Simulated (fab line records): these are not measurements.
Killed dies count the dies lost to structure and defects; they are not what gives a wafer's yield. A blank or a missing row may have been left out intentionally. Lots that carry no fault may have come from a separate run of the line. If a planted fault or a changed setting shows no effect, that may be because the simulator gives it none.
The tool behind it: which one? / flow sky130 / 6 lots with 18 wafers sampled at 2 steps, on a route of 708 steps

WHAT EACH GAUGE READ, for each wafer
SKY_NWELL_RS_MEAS_29: measurement is done with a four-point probe.
lot=L660; measured=day 5 15:10; on=film_metro-01; NWELL_RS (ohm/sq)=626.1 625.8 623.1
lot=L663; measured=day 6 10:58; on=film_metro-01; NWELL_RS (ohm/sq)=624.7 623.3 624.6
lot=L665; measured=day 6 19:28; on=film_metro-02; NWELL_RS (ohm/sq)=625.9 625.2 625.8
lot=L668; measured=day 7 13:44; on=film_metro-02; NWELL_RS (ohm/sq)=625.5 626.0 624.3
lot=L671; measured=day 8 10:22; on=film_metro-02; NWELL_RS (ohm/sq)=624.9 624.8 625.7
lot=L681; measured=day 11 01:04; on=film_metro-04; NWELL_RS (ohm/sq)=606.2 605.9 605.7

TOOL THAT RAN EACH LOT (tool first, then ch and the chambers of the sampled wafers, then the start)
lot=L660; SKY_NWELL_IMPLANT_11=implanter-04 ch 0, day 4 19:41
lot=L663; SKY_NWELL_IMPLANT_11=implanter-01 ch 0, day 5 15:02
lot=L665; SKY_NWELL_IMPLANT_11=implanter-03 ch 0, day 5 23:18
lot=L668; SKY_NWELL_IMPLANT_11=implanter-01 ch 0, day 6 17:04
lot=L671; SKY_NWELL_IMPLANT_11=implanter-03 ch 0, day 7 13:37
lot=L681; SKY_NWELL_IMPLANT_11=implanter-03 ch 0, day 10 00:50
- SKY_NWELL_IMPLANT_11

THE ANSWER, worked out from the rows above alone
Rule: the usual values come from the lots themselves. Put in order of their means at a reading, lots are off if they are a third of the lots or fewer, leave a main group of 4 or more, and stand apart from it by a gap of 3 or more times the standard deviation of the main group's means; of several such gaps the widest counts. If all means in a main group match to the digits the tables above print for the reading, that group is not used. Also off: a lot with no number at a reading for which 4 or more lots have one. Where the step has rows for the other lots, those lots are counted as sound.
Off: L681, seen at SKY_NWELL_RS_MEAS_29 (NWELL_RS). For the main group the mean is 625.0 ohm/sq and the standard deviation 0.47.
A tool fits if, at a process step before that reading, it ran every lot that is off, and no sound lot after the first of them. Those tools and the gauges at SKY_NWELL_RS_MEAS_29 are tried in the same way. 2 tools fit, implanter-03 at SKY_NWELL_IMPLANT_11 and film_metro-04 at SKY_NWELL_RS_MEAS_29, so this cannot tell which one it is.

WHAT HAD BEEN PUT IN BY THE SIMULATOR
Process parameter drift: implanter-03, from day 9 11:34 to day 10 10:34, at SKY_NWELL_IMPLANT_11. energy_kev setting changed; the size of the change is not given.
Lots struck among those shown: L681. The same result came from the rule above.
